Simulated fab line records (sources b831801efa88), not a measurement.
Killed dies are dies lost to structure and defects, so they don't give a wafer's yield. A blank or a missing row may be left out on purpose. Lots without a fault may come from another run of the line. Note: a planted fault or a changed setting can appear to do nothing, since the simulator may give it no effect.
Which tool did it? / flow gf180mcu / 72 wafers from 24 lots sampled at 6 of the route's 602 steps

WHAT THE GAUGES READ, wafer by wafer
GF_M2_CD_MEAS_14: target cd 280 nm. Usual: 279.9 nm for cd nm, sd 1.3.
lot=L074; measured=day 19 09:37; on=cd sem-01; cd nm (nm)=280.0 280.1 278.7; flag=
lot=L075; measured=day 19 09:52; on=cd sem-02; cd nm (nm)=281.6 279.7 280.4; flag=
lot=L076; measured=day 20 02:25; on=cd sem-01; cd nm (nm)=280.2 281.9 281.4; flag=
lot=L077; measured=day 20 07:19; on=cd sem-01; cd nm (nm)=278.5 279.6 278.4; flag=
lot=L078; measured=day 20 20:22; on=cd sem-02; cd nm (nm)=279.9 277.4 277.9; flag=
lot=L079; measured=day 21 04:43; on=cd sem-01; cd nm (nm)=279.6 279.1 280.3; flag=
lot=L080; measured=day 21 20:03; on=cd sem-02; cd nm (nm)=279.0 277.4 279.0; flag=
lot=L081; measured=day 22 02:22; on=cd sem-01; cd nm (nm)=278.3 278.7 278.8; flag=
lot=L082; measured=day 22 12:28; on=cd sem-01; cd nm (nm)=279.3 280.2 280.5; flag=
lot=L083; measured=day 22 19:12; on=cd sem-02; cd nm (nm)=278.9 278.9 279.6; flag=
lot=L084; measured=day 22 23:05; on=cd sem-02; cd nm (nm)=279.5 280.6 280.8; flag=
lot=L085; measured=day 23 07:17; on=cd sem-01; cd nm (nm)=279.3 279.0 279.4; flag=
lot=L086; measured=day 23 22:44; on=cd sem-02; cd nm (nm)=282.6 282.6 283.2; flag=
lot=L087; measured=day 24 03:34; on=cd sem-01; cd nm (nm)=278.6 278.7 278.8; flag=
lot=L088; measured=day 24 08:25; on=cd sem-02; cd nm (nm)=279.3 279.1 279.9; flag=
lot=L089; measured=day 24 18:10; on=cd sem-02; cd nm (nm)=279.0 278.2 277.9; flag=
lot=L090; measured=day 24 23:55; on=cd sem-01; cd nm (nm)=282.5 281.5 280.7; flag=
lot=L091; measured=day 25 07:04; on=cd sem-01; cd nm (nm)=278.9 280.5 279.9; flag=
lot=L092; measured=day 25 12:10; on=cd sem-02; cd nm (nm)=281.1 280.8 280.3; flag=
lot=L093; measured=day 26 03:59; on=cd sem-01; cd nm (nm)=279.3 278.1 278.2; flag=
lot=L094; measured=day 26 06:37; on=cd sem-02; cd nm (nm)=280.9 279.8 279.9; flag=
lot=L095; measured=day 26 13:36; on=cd sem-01; cd nm (nm)=281.2 280.9 280.2; flag=
lot=L096; measured=day 26 22:04; on=cd sem-01; cd nm (nm)=280.4 279.8 280.6; flag=
lot=L097; measured=day 27 10:04; on=cd sem-02; cd nm (nm)=281.7 282.7 282.7; flag=

GF_V4_THK_MEAS_25: measures by xrf. Usual: V4_W_THK 346 nm, standard deviation 5.1.
lot=L074; measured=day 24 15:38; on=film metro-03; V4_W_THK (nm)=350 353 350; flag=
lot=L075; measured=day 24 16:08; on=film metro-03; V4_W_THK (nm)=351 359 344; flag=
lot=L076; measured=day 25 06:58; on=film metro-03; V4_W_THK (nm)=356 349 350; flag=
lot=L077; measured=day 25 11:01; on=film metro-03; V4_W_THK (nm)=348 349 343; flag=
lot=L078; measured=day 25 22:22; on=film metro-02; V4_W_THK (nm)=346 344 346; flag=
lot=L079; measured=day 26 06:06; on=film metro-03; V4_W_THK (nm)=343 355 346; flag=
lot=L080; measured=day 26 18:48; on=film metro-04; V4_W_THK (nm)=345 349 340; flag=
lot=L081; measured=day 27 02:08; on=film metro-04; V4_W_THK (nm)=353 348 347; flag=
lot=L082; measured=day 27 10:54; on=film metro-02; V4_W_THK (nm)=354 346 355; flag=
lot=L083; measured=day 27 15:43; on=film metro-02; V4_W_THK (nm)=345 341 345; flag=
lot=L084; measured=day 27 21:07; on=film metro-03; V4_W_THK (nm)=342 345 339; flag=
lot=L085; measured=day 28 02:25; on=film metro-04; V4_W_THK (nm)=344 344 340; flag=
lot=L086; measured=day 28 16:17; on=film metro-04; V4_W_THK (nm)=337 344 343; flag=
lot=L087; measured=day 28 20:32; on=film metro-02; V4_W_THK (nm)=341 334 341; flag=
lot=L088; measured=day 29 01:34; on=film metro-02; V4_W_THK (nm)=346 343 344; flag=
lot=L089; measured=day 29 07:48; on=film metro-03; V4_W_THK (nm)=341 342 347; flag=
lot=L090; measured=day 29 14:35; on=film metro-02; V4_W_THK (nm)=339 345 347; flag=
lot=L091; measured=day 29 20:47; on=film metro-03; V4_W_THK (nm)=343 353 345; flag=
lot=L092; measured=day 30 00:23; on=film metro-03; V4_W_THK (nm)=343 341 336; flag=
lot=L093; measured=day 30 14:41; on=film metro-04; V4_W_THK (nm)=339 341 336; flag=
lot=L094; measured=day 30 17:36; on=film metro-02; V4_W_THK (nm)=351 355 346; flag=
lot=L095; measured=day 30 22:49; on=film metro-03; V4_W_THK (nm)=350 339 348; flag=
lot=L096; measured=day 31 06:57; on=film metro-03; V4_W_THK (nm)=349 347 348; flag=
lot=L097; measured=day 31 15:54; on=film metro-04; V4_W_THK (nm)=344 346 348; flag=

TOOL THAT RAN EACH LOT (tool first, then ch and the chambers of the sampled wafers, then the start)
lot=L074; GF_M2_SPUTTER_01=pvd sputter-04, day 18 08:57; GF_V2_ETCH_16=rie diel-03 ch 1,2, day 20 11:29; GF_M3_SPUTTER_00=pvd sputter-03, day 20 12:50; GF_V3_ETCH_16=rie diel-01 ch 0,2,3, day 22 14:24
lot=L075; GF_M2_SPUTTER_01=pvd sputter-02, day 18 09:35; GF_V2_ETCH_16=rie diel-04 ch 0,2,3, day 20 11:43; GF_M3_SPUTTER_00=pvd sputter-04, day 20 13:04; GF_V3_ETCH_16=rie diel-03 ch 0,1,2, day 22 14:43
lot=L076; GF_M2_SPUTTER_01=pvd sputter-04, day 19 01:06; GF_V2_ETCH_16=rie diel-01 ch 0,2,3, day 21 04:34; GF_M3_SPUTTER_00=pvd sputter-01, day 21 05:58; GF_V3_ETCH_16=rie diel-02 ch 1,2,3, day 23 06:27
lot=L077; GF_M2_SPUTTER_01=pvd sputter-04, day 19 06:55; GF_V2_ETCH_16=rie diel-04 ch 0,2,3, day 21 08:19; GF_M3_SPUTTER_00=pvd sputter-01, day 21 09:41; GF_V3_ETCH_16=rie diel-03 ch 0,1,3, day 23 09:58
lot=L078; GF_M2_SPUTTER_01=pvd sputter-02, day 19 20:25; GF_V2_ETCH_16=rie diel-04 ch 0,1,3, day 21 20:55; GF_M3_SPUTTER_00=pvd sputter-03, day 21 22:19; GF_V3_ETCH_16=rie diel-02 ch 0,2, day 23 21:28
lot=L079; GF_M2_SPUTTER_01=pvd sputter-03, day 20 04:01; GF_V2_ETCH_16=rie diel-04 ch 0,1,2, day 22 05:58; GF_M3_SPUTTER_00=pvd sputter-04, day 22 07:23; GF_V3_ETCH_16=rie diel-03 ch 1,2,3, day 24 06:51
lot=L080; GF_M2_SPUTTER_01=pvd sputter-03, day 20 20:25; GF_V2_ETCH_16=rie diel-04 ch 0,3, day 22 20:17; GF_M3_SPUTTER_00=pvd sputter-01, day 22 21:39; GF_V3_ETCH_16=rie diel-01 ch 0,1, day 24 20:33
lot=L081; GF_M2_SPUTTER_01=pvd sputter-04, day 21 02:47; GF_V2_ETCH_16=rie diel-04 ch 0,2,3, day 23 02:47; GF_M3_SPUTTER_00=pvd sputter-03, day 23 04:10; GF_V3_ETCH_16=rie diel-02 ch 0,3, day 25 03:31
lot=L082; GF_M2_SPUTTER_01=pvd sputter-03, day 21 12:52; GF_V2_ETCH_16=rie diel-03 ch 0,2,3, day 23 12:48; GF_M3_SPUTTER_00=pvd sputter-01, day 23 14:11; GF_V3_ETCH_16=rie diel-02 ch 0,2,3, day 25 12:21
lot=L083; GF_M2_SPUTTER_01=pvd sputter-03, day 21 19:41; GF_V2_ETCH_16=rie diel-03 ch 0,2,3, day 23 19:37; GF_M3_SPUTTER_00=pvd sputter-04, day 23 20:59; GF_V3_ETCH_16=rie diel-02 ch 0,1, day 25 17:40
lot=L084; GF_M2_SPUTTER_01=pvd sputter-03, day 21 23:39; GF_V2_ETCH_16=rie diel-01 ch 0,1, day 23 23:57; GF_M3_SPUTTER_00=pvd sputter-01, day 24 01:19; GF_V3_ETCH_16=rie diel-01 ch 0,2, day 25 22:42
lot=L085; GF_M2_SPUTTER_01=pvd sputter-03, day 22 08:04; GF_V2_ETCH_16=rie diel-01 ch 1,2,3, day 24 06:44; GF_M3_SPUTTER_00=pvd sputter-04, day 24 08:12; GF_V3_ETCH_16=rie diel-01 ch 0,1, day 26 05:04
lot=L086; GF_M2_SPUTTER_01=pvd sputter-04, day 23 00:07; GF_V2_ETCH_16=rie diel-04 ch 0,2,3, day 24 22:07; GF_M3_SPUTTER_00=pvd sputter-04, day 25 00:08; GF_V3_ETCH_16=rie diel-02 ch 0,1,2, day 26 19:42
lot=L087; GF_M2_SPUTTER_01=pvd sputter-04, day 23 04:58; GF_V2_ETCH_16=rie diel-01 ch 0,1,3, day 25 03:16; GF_M3_SPUTTER_00=pvd sputter-01, day 25 04:51; GF_V3_ETCH_16=rie diel-03 ch 1,2,3, day 27 01:13
lot=L088; GF_M2_SPUTTER_01=pvd sputter-02, day 23 10:02; GF_V2_ETCH_16=rie diel-01 ch 1,2,3, day 25 08:11; GF_M3_SPUTTER_00=pvd sputter-03, day 25 09:35; GF_V3_ETCH_16=rie diel-02 ch 0,1,3, day 27 05:13
lot=L089; GF_M2_SPUTTER_01=pvd sputter-03, day 23 20:05; GF_V2_ETCH_16=rie diel-01 ch 2,3, day 25 17:19; GF_M3_SPUTTER_00=pvd sputter-03, day 25 18:49; GF_V3_ETCH_16=rie diel-02 ch 0,2,3, day 27 13:25
lot=L090; GF_M2_SPUTTER_01=pvd sputter-02, day 24 01:58; GF_V2_ETCH_16=rie diel-03 ch 0,1,2, day 25 23:01; GF_M3_SPUTTER_00=pvd sputter-01, day 26 00:23; GF_V3_ETCH_16=rie diel-01 ch 0,3, day 27 19:01
lot=L091; GF_M2_SPUTTER_01=pvd sputter-02, day 24 08:54; GF_V2_ETCH_16=rie diel-03 ch 0,1,2, day 26 05:25; GF_M3_SPUTTER_00=pvd sputter-03, day 26 07:01; GF_V3_ETCH_16=rie diel-01 ch 0,1,3, day 28 01:43
lot=L092; GF_M2_SPUTTER_01=pvd sputter-02, day 24 13:44; GF_V2_ETCH_16=rie diel-03 ch 0,1,2, day 26 10:39; GF_M3_SPUTTER_00=pvd sputter-03, day 26 12:01; GF_V3_ETCH_16=rie diel-02 ch 0,1,3, day 28 05:36
lot=L093; GF_M2_SPUTTER_01=pvd sputter-03, day 25 06:51; GF_V2_ETCH_16=rie diel-03 ch 1,3, day 27 02:18; GF_M3_SPUTTER_00=pvd sputter-04, day 27 03:39; GF_V3_ETCH_16=rie diel-02 ch 0,3, day 28 20:57
lot=L094; GF_M2_SPUTTER_01=pvd sputter-02, day 25 09:23; GF_V2_ETCH_16=rie diel-04 ch 0,1,2, day 27 04:50; GF_M3_SPUTTER_00=pvd sputter-04, day 27 06:11; GF_V3_ETCH_16=rie diel-03 ch 1,3, day 29 00:07
lot=L095; GF_M2_SPUTTER_01=pvd sputter-02, day 25 16:42; GF_V2_ETCH_16=rie diel-04 ch 2,3, day 27 11:34; GF_M3_SPUTTER_00=pvd sputter-01, day 27 12:58; GF_V3_ETCH_16=rie diel-01 ch 1,3, day 29 05:13
lot=L096; GF_M2_SPUTTER_01=pvd sputter-04, day 26 02:04; GF_V2_ETCH_16=rie diel-01 ch 0,1,3, day 27 20:29; GF_M3_SPUTTER_00=pvd sputter-01, day 27 21:52; GF_V3_ETCH_16=rie diel-01 ch 0,1,3, day 29 14:15
lot=L097; GF_M2_SPUTTER_01=pvd sputter-04, day 26 09:25; GF_V2_ETCH_16=rie diel-03 ch 0,2,3, day 28 06:50; GF_M3_SPUTTER_00=pvd sputter-03, day 28 08:11; GF_V3_ETCH_16=rie diel-01 ch 0,3, day 30 00:03
- GF_M2_SPUTTER_01: material TiN, target thk 30 nm, time 25 s.
- GF_V2_ETCH_16: etches BARC in N2/H2.
- GF_M3_SPUTTER_00: material Ti, target thk 37.5 nm, time 150 s.
- GF_V3_ETCH_16: etches BARC in N2/H2.

WHAT THE TOOLS THEMSELVES READ (means of the sampled wafers that have a number; where no wafer has one, the mark that the record gives instead)
GF_M2_SPUTTER_01. Usual: chamber pressure pa 0.4001 Pa, standard deviation 0.00081; throttle valve pct 30.1 %, standard deviation 0.86.
lot=L074; tool=pvd sputter-04; chamber pressure pa (Pa)=0.4003; throttle valve pct (%)=29.5; flag=
lot=L075; tool=pvd sputter-02; chamber pressure pa (Pa)=0.4002; throttle valve pct (%)=29.7; flag=
lot=L076; tool=pvd sputter-04; chamber pressure pa (Pa)=0.4002; throttle valve pct (%)=30.5; flag=
lot=L077; tool=pvd sputter-04; chamber pressure pa (Pa)=0.3998; throttle valve pct (%)=30.8; flag=
lot=L078; tool=pvd sputter-02; chamber pressure pa (Pa)=0.4008; throttle valve pct (%)=30.2; flag=
lot=L079; tool=pvd sputter-03; chamber pressure pa (Pa)=0.4003; throttle valve pct (%)=30.0; flag=
lot=L080; tool=pvd sputter-03; chamber pressure pa (Pa)=0.3999; throttle valve pct (%)=30.4; flag=
lot=L081; tool=pvd sputter-04; chamber pressure pa (Pa)=0.4001; throttle valve pct (%)=30.7; flag=
lot=L082; tool=pvd sputter-03; chamber pressure pa (Pa)=0.3994; throttle valve pct (%)=30.4; flag=
lot=L083; tool=pvd sputter-03; chamber pressure pa (Pa)=0.4002; throttle valve pct (%)=29.8; flag=
lot=L084; tool=pvd sputter-03; chamber pressure pa (Pa)=0.4003; throttle valve pct (%)=30.4; flag=
lot=L085; tool=pvd sputter-03; chamber pressure pa (Pa)=0.4006; throttle valve pct (%)=29.6; flag=
lot=L086; tool=pvd sputter-04; chamber pressure pa (Pa)=0.4010; throttle valve pct (%)=29.8; flag=
lot=L087; tool=pvd sputter-04; chamber pressure pa (Pa)=0.4005; throttle valve pct (%)=29.6; flag=
lot=L088; tool=pvd sputter-02; chamber pressure pa (Pa)=0.3996; throttle valve pct (%)=29.9; flag=
lot=L089; tool=pvd sputter-03; chamber pressure pa (Pa)=0.4000; throttle valve pct (%)=29.2; flag=
lot=L090; tool=pvd sputter-02; chamber pressure pa (Pa)=0.3997; throttle valve pct (%)=29.3; flag=
lot=L091; tool=pvd sputter-02; chamber pressure pa (Pa)=0.3998; throttle valve pct (%)=30.3; flag=
lot=L092; tool=pvd sputter-02; chamber pressure pa (Pa)=0.4002; throttle valve pct (%)=29.8; flag=
lot=L093; tool=pvd sputter-03; chamber pressure pa (Pa)=0.4002; throttle valve pct (%)=30.3; flag=
lot=L094; tool=pvd sputter-02; chamber pressure pa (Pa)=0.4000; throttle valve pct (%)=29.9; flag=
lot=L095; tool=pvd sputter-02; chamber pressure pa (Pa)=0.4007; throttle valve pct (%)=30.0; flag=
lot=L096; tool=pvd sputter-04; chamber pressure pa (Pa)=0.4001; throttle valve pct (%)=29.7; flag=
lot=L097; tool=pvd sputter-04; chamber pressure pa (Pa)=0.4003; throttle valve pct (%)=29.4; flag=

GF_V2_ETCH_16. Usual: drypump motor current A 6.0 A, standard deviation 0.36; n2 flow sccm 100.01 sccm, standard deviation 0.28; oes product au 0.855 a.u., standard deviation 0.0051; throttle valve pct 13.224 %, standard deviation 0.0099.
lot=L074; tool=rie diel-03; drypump motor current A (A)=6.0; n2 flow sccm (sccm)=100.03; oes product au (a.u.)=0.858; throttle valve pct (%)=13.227; flag=
lot=L075; tool=rie diel-04; drypump motor current A (A)=6.0; n2 flow sccm (sccm)=99.88; oes product au (a.u.)=0.853; throttle valve pct (%)=13.220; flag=
lot=L076; tool=rie diel-01; drypump motor current A (A)=5.9; n2 flow sccm (sccm)=99.92; oes product au (a.u.)=0.849; throttle valve pct (%)=13.221; flag=
lot=L077; tool=rie diel-04; drypump motor current A (A)=6.1; n2 flow sccm (sccm)=100.13; oes product au (a.u.)=0.851; throttle valve pct (%)=13.232; flag=
lot=L078; tool=rie diel-04; drypump motor current A (A)=6.2; n2 flow sccm (sccm)=100.14; oes product au (a.u.)=0.854; throttle valve pct (%)=13.221; flag=
lot=L079; tool=rie diel-04; drypump motor current A (A)=6.3; n2 flow sccm (sccm)=100.12; oes product au (a.u.)=0.850; throttle valve pct (%)=13.224; flag=
lot=L080; tool=rie diel-04; drypump motor current A (A)=5.8; n2 flow sccm (sccm)=100.30; oes product au (a.u.)=0.857; throttle valve pct (%)=13.233; flag=
lot=L081; tool=rie diel-04; drypump motor current A (A)=6.1; n2 flow sccm (sccm)=100.08; oes product au (a.u.)=0.857; throttle valve pct (%)=13.226; flag=
lot=L082; tool=rie diel-03; drypump motor current A (A)=5.9; n2 flow sccm (sccm)=99.94; oes product au (a.u.)=0.854; throttle valve pct (%)=13.223; flag=
lot=L083; tool=rie diel-03; drypump motor current A (A)=5.9; n2 flow sccm (sccm)=100.06; oes product au (a.u.)=0.851; throttle valve pct (%)=13.220; flag=
lot=L084; tool=rie diel-01; drypump motor current A (A)=5.8; n2 flow sccm (sccm)=100.09; oes product au (a.u.)=0.859; throttle valve pct (%)=13.219; flag=
lot=L085; tool=rie diel-01; drypump motor current A (A)=5.6; n2 flow sccm (sccm)=100.22; oes product au (a.u.)=0.859; throttle valve pct (%)=13.226; flag=
lot=L086; tool=rie diel-04; drypump motor current A (A)=6.1; n2 flow sccm (sccm)=99.69; oes product au (a.u.)=0.853; throttle valve pct (%)=13.207; flag=
lot=L087; tool=rie diel-01; drypump motor current A (A)=5.8; n2 flow sccm (sccm)=100.04; oes product au (a.u.)=0.855; throttle valve pct (%)=13.215; flag=
lot=L088; tool=rie diel-01; drypump motor current A (A)=5.6; n2 flow sccm (sccm)=99.95; oes product au (a.u.)=0.854; throttle valve pct (%)=13.225; flag=
lot=L089; tool=rie diel-01; drypump motor current A (A)=5.7; n2 flow sccm (sccm)=99.84; oes product au (a.u.)=0.855; throttle valve pct (%)=13.224; flag=
lot=L090; tool=rie diel-03; drypump motor current A (A)=6.1; n2 flow sccm (sccm)=99.97; oes product au (a.u.)=0.851; throttle valve pct (%)=13.228; flag=
lot=L091; tool=rie diel-03; drypump motor current A (A)=6.1; n2 flow sccm (sccm)=99.73; oes product au (a.u.)=0.859; throttle valve pct (%)=13.229; flag=
lot=L092; tool=rie diel-03; drypump motor current A (A)=6.1; n2 flow sccm (sccm)=99.91; oes product au (a.u.)=0.858; throttle valve pct (%)=13.224; flag=
lot=L093; tool=rie diel-03; drypump motor current A (A)=6.0; n2 flow sccm (sccm)=100.16; oes product au (a.u.)=0.852; throttle valve pct (%)=13.225; flag=
lot=L094; tool=rie diel-04; drypump motor current A (A)=6.3; n2 flow sccm (sccm)=99.95; oes product au (a.u.)=0.850; throttle valve pct (%)=13.220; flag=
lot=L095; tool=rie diel-04; drypump motor current A (A)=6.3; n2 flow sccm (sccm)=99.87; oes product au (a.u.)=0.855; throttle valve pct (%)=13.225; flag=
lot=L096; tool=rie diel-01; drypump motor current A (A)=5.8; n2 flow sccm (sccm)=100.20; oes product au (a.u.)=0.854; throttle valve pct (%)=13.223; flag=
lot=L097; tool=rie diel-03; drypump motor current A (A)=5.9; n2 flow sccm (sccm)=99.73; oes product au (a.u.)=0.857; throttle valve pct (%)=13.221; flag=

GF_M3_SPUTTER_00. Usual: chamber pressure pa 2.000 Pa, standard deviation 0.004; throttle valve pct 29.9 %, standard deviation 0.98.
lot=L074; tool=pvd sputter-03; chamber pressure pa (Pa)=2.002; throttle valve pct (%)=30.8; flag=
lot=L075; tool=pvd sputter-04; chamber pressure pa (Pa)=2.000; throttle valve pct (%)=29.7; flag=
lot=L076; tool=pvd sputter-01; chamber pressure pa (Pa)=1.997; throttle valve pct (%)=29.2; flag=
lot=L077; tool=pvd sputter-01; chamber pressure pa (Pa)=1.997; throttle valve pct (%)=29.8; flag=
lot=L078; tool=pvd sputter-03; chamber pressure pa (Pa)=1.999; throttle valve pct (%)=30.5; flag=
lot=L079; tool=pvd sputter-04; chamber pressure pa (Pa)=2.001; throttle valve pct (%)=30.0; flag=
lot=L080; tool=pvd sputter-01; chamber pressure pa (Pa)=1.999; throttle valve pct (%)=30.2; flag=
lot=L081; tool=pvd sputter-03; chamber pressure pa (Pa)=2.001; throttle valve pct (%)=30.1; flag=
lot=L082; tool=pvd sputter-01; chamber pressure pa (Pa)=2.002; throttle valve pct (%)=29.1; flag=
lot=L083; tool=pvd sputter-04; chamber pressure pa (Pa)=1.998; throttle valve pct (%)=30.4; flag=
lot=L084; tool=pvd sputter-01; chamber pressure pa (Pa)=2.001; throttle valve pct (%)=30.1; flag=
lot=L085; tool=pvd sputter-04; chamber pressure pa (Pa)=2.001; throttle valve pct (%)=29.5; flag=
lot=L086; tool=pvd sputter-04; chamber pressure pa (Pa)=1.996; throttle valve pct (%)=30.8; flag=
lot=L087; tool=pvd sputter-01; chamber pressure pa (Pa)=2.002; throttle valve pct (%)=29.9; flag=
lot=L088; tool=pvd sputter-03; chamber pressure pa (Pa)=2.003; throttle valve pct (%)=30.1; flag=
lot=L089; tool=pvd sputter-03; chamber pressure pa (Pa)=1.997; throttle valve pct (%)=29.6; flag=
lot=L090; tool=pvd sputter-01; chamber pressure pa (Pa)=2.001; throttle valve pct (%)=29.8; flag=
lot=L091; tool=pvd sputter-03; chamber pressure pa (Pa)=2.004; throttle valve pct (%)=29.2; flag=
lot=L092; tool=pvd sputter-03; chamber pressure pa (Pa)=1.999; throttle valve pct (%)=30.8; flag=
lot=L093; tool=pvd sputter-04; chamber pressure pa (Pa)=2.000; throttle valve pct (%)=30.3; flag=
lot=L094; tool=pvd sputter-04; chamber pressure pa (Pa)=2.001; throttle valve pct (%)=30.8; flag=
lot=L095; tool=pvd sputter-01; chamber pressure pa (Pa)=1.996; throttle valve pct (%)=28.9; flag=
lot=L096; tool=pvd sputter-01; chamber pressure pa (Pa)=2.008; throttle valve pct (%)=29.0; flag=
lot=L097; tool=pvd sputter-03; chamber pressure pa (Pa)=1.997; throttle valve pct (%)=30.0; flag=

GF_V3_ETCH_16. Usual: drypump motor current A 5.8 A, standard deviation 0.45; n2 flow sccm 100.0 sccm, standard deviation 0.31; oes product au 0.854 a.u., standard deviation 0.0046; throttle valve pct 13.224 %, standard deviation 0.009.
lot=L074; tool=rie diel-01; drypump motor current A (A)=5.9; n2 flow sccm (sccm)=99.9; oes product au (a.u.)=0.854; throttle valve pct (%)=13.234; flag=
lot=L075; tool=rie diel-03; drypump motor current A (A)=6.1; n2 flow sccm (sccm)=99.8; oes product au (a.u.)=0.860; throttle valve pct (%)=13.227; flag=
lot=L076; tool=rie diel-02; drypump motor current A (A)=5.6; n2 flow sccm (sccm)=99.9; oes product au (a.u.)=0.853; throttle valve pct (%)=13.223; flag=
lot=L077; tool=rie diel-03; drypump motor current A (A)=6.1; n2 flow sccm (sccm)=99.8; oes product au (a.u.)=0.853; throttle valve pct (%)=13.227; flag=
lot=L078; tool=rie diel-02; drypump motor current A (A)=5.7; n2 flow sccm (sccm)=99.8; oes product au (a.u.)=0.854; throttle valve pct (%)=13.227; flag=
lot=L079; tool=rie diel-03; drypump motor current A (A)=5.9; n2 flow sccm (sccm)=100.2; oes product au (a.u.)=0.856; throttle valve pct (%)=13.221; flag=
lot=L080; tool=rie diel-01; drypump motor current A (A)=5.8; n2 flow sccm (sccm)=99.9; oes product au (a.u.)=0.851; throttle valve pct (%)=13.225; flag=
lot=L081; tool=rie diel-02; drypump motor current A (A)=6.0; n2 flow sccm (sccm)=99.8; oes product au (a.u.)=0.848; throttle valve pct (%)=13.223; flag=
lot=L082; tool=rie diel-02; drypump motor current A (A)=5.6; n2 flow sccm (sccm)=100.1; oes product au (a.u.)=0.857; throttle valve pct (%)=13.225; flag=
lot=L083; tool=rie diel-02; drypump motor current A (A)=6.0; n2 flow sccm (sccm)=99.6; oes product au (a.u.)=0.859; throttle valve pct (%)=13.223; flag=
lot=L084; tool=rie diel-01; drypump motor current A (A)=6.1; n2 flow sccm (sccm)=100.0; oes product au (a.u.)=0.854; throttle valve pct (%)=13.230; flag=
lot=L085; tool=rie diel-01; drypump motor current A (A)=6.0; n2 flow sccm (sccm)=100.3; oes product au (a.u.)=0.854; throttle valve pct (%)=13.220; flag=
lot=L086; tool=rie diel-02; drypump motor current A (A)=5.6; n2 flow sccm (sccm)=99.9; oes product au (a.u.)=0.855; throttle valve pct (%)=13.229; flag=
lot=L087; tool=rie diel-03; drypump motor current A (A)=5.9; n2 flow sccm (sccm)=100.2; oes product au (a.u.)=0.849; throttle valve pct (%)=13.221; flag=
lot=L088; tool=rie diel-02; drypump motor current A (A)=6.0; n2 flow sccm (sccm)=99.9; oes product au (a.u.)=0.852; throttle valve pct (%)=13.227; flag=
lot=L089; tool=rie diel-02; drypump motor current A (A)=5.6; n2 flow sccm (sccm)=99.7; oes product au (a.u.)=0.851; throttle valve pct (%)=13.228; flag=
lot=L090; tool=rie diel-01; drypump motor current A (A)=5.8; n2 flow sccm (sccm)=100.1; oes product au (a.u.)=0.851; throttle valve pct (%)=13.227; flag=
lot=L091; tool=rie diel-01; drypump motor current A (A)=5.8; n2 flow sccm (sccm)=99.7; oes product au (a.u.)=0.854; throttle valve pct (%)=13.223; flag=
lot=L092; tool=rie diel-02; drypump motor current A (A)=6.0; n2 flow sccm (sccm)=99.9; oes product au (a.u.)=0.859; throttle valve pct (%)=13.225; flag=
lot=L093; tool=rie diel-02; drypump motor current A (A)=6.1; n2 flow sccm (sccm)=100.0; oes product au (a.u.)=0.855; throttle valve pct (%)=13.218; flag=
lot=L094; tool=rie diel-03; drypump motor current A (A)=6.1; n2 flow sccm (sccm)=99.6; oes product au (a.u.)=0.852; throttle valve pct (%)=13.222; flag=
lot=L095; tool=rie diel-01; drypump motor current A (A)=5.5; n2 flow sccm (sccm)=100.0; oes product au (a.u.)=0.854; throttle valve pct (%)=13.223; flag=
lot=L096; tool=rie diel-01; drypump motor current A (A)=5.8; n2 flow sccm (sccm)=99.8; oes product au (a.u.)=0.856; throttle valve pct (%)=13.222; flag=
lot=L097; tool=rie diel-01; drypump motor current A (A)=6.1; n2 flow sccm (sccm)=99.7; oes product au (a.u.)=0.854; throttle valve pct (%)=13.227; flag=

THE ANSWER, worked out from the rows above alone
Rule: a lot counts as off when the mean over its wafers that have a number is more than 3 standard deviations away from the usual mean. Also off: a lot with no number at a reading for which 4 or more lots have one. Where the step has rows for the other lots, those lots are counted as sound. First the gauges in route order, then the tools' own readings, where a lot's mean is used as printed above. The first step at which some lot is off is used, and at that step the reading that is off furthest; a lot without a number counts as furthest.
No lot is off on any of the readings shown, so nothing can be concluded from this.

WHAT THE SIMULATOR HAD PUT IN
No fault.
